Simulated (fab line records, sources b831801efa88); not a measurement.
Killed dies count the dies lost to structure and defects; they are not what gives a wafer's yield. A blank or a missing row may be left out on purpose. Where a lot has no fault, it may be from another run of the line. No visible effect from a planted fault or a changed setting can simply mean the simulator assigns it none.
Struck lot and sound lot, side by side + flow sky130 + 15 steps out of a route of 708
Sound: the wafers L606.2, L606.3, L606.4. Struck: wafers L615.2, L615.3, L615.5. The cause is named last.
Order at every step that has rows: each side's tool, ch and its chambers, its first start. Under that, the readings that differ: sound wafers + struck wafers + difference of the means + sigmas: that difference in standard deviations of wafers without a fault.
alike: a reading whose means differ by less than 2 such deviations, as well as words and numbers matching on both sides. not compared: withheld readings; readings where some wafer has no value; bounds like >300 that might hide an equal value; numbers whose values overlap and for which the record gives no deviation.
The two part at a step that has a row with sigmas, a row that says differs or no value, or rows on one side only. Non-overlapping numbers with no deviation appear without sigmas and do not part them. Lack of a reading on every wafer of one side parts them only where that side has two or more wafers.

SKY_LI_CONTACT_SPUTTER_20: material TiN, target thk 20 nm, time 80 s.
  sound on pvd-sputter-02 at day 30 05:52; struck on pvd-sputter-03 at day 33 14:46
  alike: throttle-valve-pct
SKY_LI_CONTACT_CVD_21: deposits W, target thk 400 nm, time 120.56 s.
  sound on cvd-w-01 ch 0,1, day 30 05:55; struck on cvd-w-02 ch 0,1, day 33 14:49
  alike: heater-power-w
  not compared: since-wet-clean-h
SKY_LI_CONTACT_RS_MEAS_22: measurement is done with a four-point probe.
  sound on film-metro-03 at day 30 06:04; struck on film-metro-03 at day 33 14:58
  alike: LI_CONTACT_W_RS
SKY_LI_CONTACT_THK_MEAS_23: measures by xrf.
  sound on film-metro-03 at day 30 06:11; struck on film-metro-03 at day 33 15:05
  alike: LI_CONTACT_W_THK
SKY_LI_CONTACT_CMP_24: polishes, stops on PSG, t overpolish 20 s, target thk 0 nm.
  sound on cmp-02 ch 0,1,2, day 30 06:14; struck on cmp-02 ch 0,2, day 33 15:11
  alike: motor-current-A, overpolish-run-s, platen-rpm, slurry-flow-ml-min, time-to-endpoint-s
SKY_LOCAL_INTERCONNECT_SPUTTER_00: material TiN, target thk 100 nm, time 83.3 s.
  sound on pvd-sputter-04 at day 30 06:32; struck on pvd-sputter-01 at day 33 15:26
  alike: throttle-valve-pct
SKY_LOCAL_INTERCONNECT_RS_MEAS_01: measurement is done with a four-point probe.
  sound on film-metro-04 at day 30 06:37; struck on film-metro-04 at day 33 15:31
  alike: LOCAL_INTERCONNECT_TIN_RS
SKY_LOCAL_INTERCONNECT_THK_MEAS_02: measures by xrf.
  sound on film-metro-04 at day 30 06:43; struck on film-metro-04 at day 33 15:37
  alike: LOCAL_INTERCONNECT_TIN_THK
then, 4 steps without rows for these wafers: SKY_LOCAL_INTERCONNECT_DEHYDRATE_03 (time 60 s); SKY_LOCAL_INTERCONNECT_HMDS_04 (prime time 60 s); SKY_LOCAL_INTERCONNECT_COAT_05 (resist thk 60 nm); SKY_LOCAL_INTERCONNECT_COAT_06 (resist thk 450 nm).
SKY_LOCAL_INTERCONNECT_SOFTBAKE_07: time 90 s.
  sound on litho-track-02 ch 0, day 30 19:00; struck on litho-track-03 ch 0, day 34 04:00
| reading                  | sound                | struck               | difference | sigmas |
|--------------------------|----------------------|----------------------|------------|--------|
| heater-power-total-W (W) | 57.25 57.36 57.19    | 58.68 58.50 58.47    | +1.28      | +12    |
| run-length-s (s)         | 119.06 119.28 119.13 | 113.34 113.16 113.11 | -5.95      | -46    |
then, 1 step without rows for these wafers: SKY_LOCAL_INTERCONNECT_EXPOSE_08 (exposes mask LI1M, target cd 170 nm).
-- record jumps: 15 days separate the struck wafers' starts on either side; left off in module LOCAL_INTERCONNECT, taken up again in module PAD_OPEN, whose first shown step is the route's number 708 --
SKY_PAD_OPEN_PROBE_99:
  sound on prober-01 at day 46 15:32; struck on prober-02 at day 49 03:16
  alike: killed_at_M0_to_M3, killed_at_M4_up, killed-at-contacts, killed-at-front-end, killed-at-other, killed-dies, killed-open, killed-short

## WHERE THEY PART
Within this record, at SKY_LOCAL_INTERCONNECT_SOFTBAKE_07 only. Later steps at which nothing parts them and some readings are alike: SKY_PAD_OPEN_PROBE_99.

WHY: what the simulator had put in
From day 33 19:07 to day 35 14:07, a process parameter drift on litho-track-03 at SKY_LOCAL_INTERCONNECT_SOFTBAKE_07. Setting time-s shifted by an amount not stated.
